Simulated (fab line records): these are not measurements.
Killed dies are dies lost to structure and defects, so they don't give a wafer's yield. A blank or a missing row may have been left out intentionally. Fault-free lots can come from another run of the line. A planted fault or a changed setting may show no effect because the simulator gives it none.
Commonality check across tools | flow gf180mcu | 39 wafers sampled across 13 lots

WHAT PROMPTED THE OPENING
2 of 13 lots carry a flag on the reading HV_LDD_CVD_54_THK at GF_HV_LDD_THK_MEAS_55. Fault-free wafers read 9.99 nm, with a standard deviation of 0.11.
Rule: flag the lot when none of its wafers has a number, or when each of its wafers that has one lies beyond 4 standard deviations from that mean. The other lots count as sound.

lot  | measured     | on            | HV_LDD_CVD_54_THK (nm), wafer by wafer | flag
L628 | day 12 09:57 | film-metro-02 | 9.89 9.90 10.02                        |
L629 | day 12 19:06 | film-metro-02 | 10.00 10.02 10.00                      |
L630 | day 12 21:52 | film-metro-03 | 9.90 10.05 9.98                        |
L631 | day 13 02:46 | film-metro-03 | 10.06 10.11 9.97                       |
L632 | day 13 15:56 | film-metro-02 | 9.83 9.79 9.74                         |
L635 | day 14 17:32 | film-metro-04 | 9.96 9.93 9.85                         |
L637 | day 15 10:32 | film-metro-02 | 12.63 12.57 12.69                      | FLAGGED
L639 | day 16 10:01 | film-metro-03 | 12.71 12.58 12.61                      | FLAGGED
L647 | day 18 18:26 | film-metro-03 | 9.99 9.98 9.85                         |
L648 | day 19 03:58 | film-metro-02 | 10.12 10.06 10.10                      |
L649 | day 19 07:55 | film-metro-03 | 9.97 9.93 10.02                        |
L650 | day 19 16:07 | film-metro-03 | 10.24 10.11 10.10                      |
L651 | day 20 03:02 | film-metro-03 | 9.98 9.99 9.91                         |
The mean of the flagged lots' numbers is 12.63 nm, +2.64 nm from the usual (+24 standard deviations).

WHICH TOOL RAN EACH LOT
2 process steps preceding the reading are held in the record, out of 602 steps in the route. Read each cell as the tool, then ch plus the chambers that the sampled wafers visited, then the start.
lot  | flag    | GF_HV_LDD_RTA_52                 | GF_HV_LDD_CVD_54
L628 |         | rtp-anneal-02 ch 0, day 12 08:45 | lpcvd-02 ch 0, day 12 08:54
L629 |         | rtp-anneal-02 ch 0, day 12 17:54 | lpcvd-01 ch 1, day 12 18:04
L630 |         | rtp-anneal-01 ch 0, day 12 20:40 | lpcvd-01 ch 1, day 12 20:51
L631 |         | rtp-anneal-02 ch 0, day 13 01:33 | lpcvd-02 ch 0, day 13 01:43
L632 |         | rtp-anneal-01 ch 0, day 13 14:44 | lpcvd-01 ch 1, day 13 14:54
L635 |         | rtp-anneal-01 ch 0, day 14 16:15 | lpcvd-02 ch 1, day 14 16:31
L637 | FLAGGED | rtp-anneal-01 ch 0, day 15 09:20 | lpcvd-02 ch 0, day 15 09:29
L639 | FLAGGED | rtp-anneal-02 ch 0, day 16 08:48 | lpcvd-02 ch 0, day 16 08:59
L647 |         | rtp-anneal-02 ch 0, day 18 17:13 | lpcvd-02 ch 0, day 18 17:24
L648 |         | rtp-anneal-01 ch 0, day 19 02:46 | lpcvd-02 ch 0, day 19 02:57
L649 |         | rtp-anneal-02 ch 0, day 19 06:43 | lpcvd-02 ch 0, day 19 06:53
L650 |         | rtp-anneal-02 ch 0, day 19 14:55 | lpcvd-01 ch 1, day 19 15:06
L651 |         | rtp-anneal-02 ch 0, day 20 01:50 | lpcvd-02 ch 0, day 20 01:59
These steps, and what they do:
- GF_HV_LDD_RTA_52: time 10 s.
- GF_HV_LDD_CVD_54: deposits SiO2 from TEOS, target thk 10 nm, time 75 s.
- GF_HV_LDD_THK_MEAS_55

FLAGGED OVER TOTAL, TOOL BY TOOL (the gauges that took the reading come last)
step                  | tool          | lots run | flagged | share of the flagged lots | sound lots run after its first flagged lot
GF_HV_LDD_RTA_52      | rtp-anneal-01 | 5        | 1       | some                      | 1 (L648)
GF_HV_LDD_RTA_52      | rtp-anneal-02 | 8        | 1       | some                      | 4 (L647,L649,L650,L651)
GF_HV_LDD_CVD_54      | lpcvd-01      | 4        | 0       | none                      | -
GF_HV_LDD_CVD_54      | lpcvd-02      | 9        | 2       | all                       | 4 (L647,L648,L649,L651)
GF_HV_LDD_THK_MEAS_55 | film-metro-02 | 5        | 1       | some                      | 1 (L648)
GF_HV_LDD_THK_MEAS_55 | film-metro-03 | 7        | 1       | some                      | 4 (L647,L649,L650,L651)
GF_HV_LDD_THK_MEAS_55 | film-metro-04 | 1        | 0       | none                      | -

WHAT THE TABLE PERMITS
Rows of the table that ran each flagged lot: 1, that is lpcvd-02 at GF_HV_LDD_CVD_54.
- lpcvd-02 at GF_HV_LDD_CVD_54: 2 of its 9 lots flagged. Lots that were sound ran on it after the first flagged one (L647, L648, L649, L651); a persistent fault on the entire tool would not allow that. Its own readings (spike-tc-bottom-C, spike-tc-centre-C, spike-tc-lower-C, spike-tc-upper-C) fall more than 4 standard deviations out on all wafers of the flagged lots.
There is no row in the table that ran each flagged lot and no sound lot after the first.

WHAT THE SIMULATOR HAD PUT IN
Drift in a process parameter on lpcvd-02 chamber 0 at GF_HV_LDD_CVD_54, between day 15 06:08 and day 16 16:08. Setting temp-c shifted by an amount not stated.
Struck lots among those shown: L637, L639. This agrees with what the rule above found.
